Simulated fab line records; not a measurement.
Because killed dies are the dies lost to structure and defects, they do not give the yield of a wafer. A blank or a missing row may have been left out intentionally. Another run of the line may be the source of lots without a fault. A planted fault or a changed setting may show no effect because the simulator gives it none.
One fault seen from 2 desks / flow sky130 / each desk has only its own numbers; what lay behind them comes last

## FOR THE TOOL OWNER'S DESK: cmp-01
The tool's own readings at SKY_VIA3_CMP_02 (polishes SiO2): means of the sampled wafers that have a number, for each lot that ran on this tool. If a lot's mean is further than 4 standard deviations from the usual mean, the lot is out of limits and carries the mark OUT (the distance appears in the brackets).
Columns: A = motor_current_A at SKY_VIA3_CMP_02, usual 12.4 A
lot=L186; first seen here=day 39 02:26; A=11.8
lot=L191; first seen here=day 40 20:37; A=12.1
lot=L192; first seen here=day 41 05:40; A=12.9
lot=L203; first seen here=day 43 23:58; A=12.6
lot=L204; first seen here=day 44 07:43; A=13.1
lot=L205; first seen here=day 44 12:05; A=12.8
This desk found nothing out of limits on any of the 6 lots.

## THE METROLOGY DESK
Lot by lot, what the gauges showed, no matter which tool ran the lot: averages of those sampled wafers that carry a number. If a lot's mean is further than 4 standard deviations from the usual mean, the lot is out of limits and carries the mark OUT (the distance appears in the brackets).
Columns: A = CAPM_TIN_RS at SKY_CAPM_RS_MEAS_03, usual 6.66 ohm/sq; B = METAL3_OVL at SKY_METAL3_OVL_MEAS_14, usual -5 nm
lot=L186; first seen here=day 36 20:43; A=6.68; B=-20
lot=L187; first seen here=day 37 00:11; A=6.62; B=-8
lot=L191; first seen here=day 38 16:26; A=6.63; B=-1
lot=L192; first seen here=day 39 01:58; A=6.71; B=-1
lot=L194; first seen here=day 39 09:05; A=6.76; B=-3
lot=L193; first seen here=day 39 11:34; A=6.63; B=-5
lot=L195; first seen here=day 39 21:51; A=6.66; B=-11
lot=L203; first seen here=day 41 23:58; A=6.59; B=-5
lot=L204; first seen here=day 42 07:08; A=6.72; B=-12
lot=L205; first seen here=day 42 12:26; A=6.61; B=-5
lot=L207; first seen here=day 42 20:08; A=6.74; B=3
This desk found nothing out of limits on any of the 11 lots.

## TAKEN TOGETHER
The desk of the tool owner found nothing out of limits.
The metrology desk saw nothing out of limits.

## WHAT THE SIMULATOR PUT IN
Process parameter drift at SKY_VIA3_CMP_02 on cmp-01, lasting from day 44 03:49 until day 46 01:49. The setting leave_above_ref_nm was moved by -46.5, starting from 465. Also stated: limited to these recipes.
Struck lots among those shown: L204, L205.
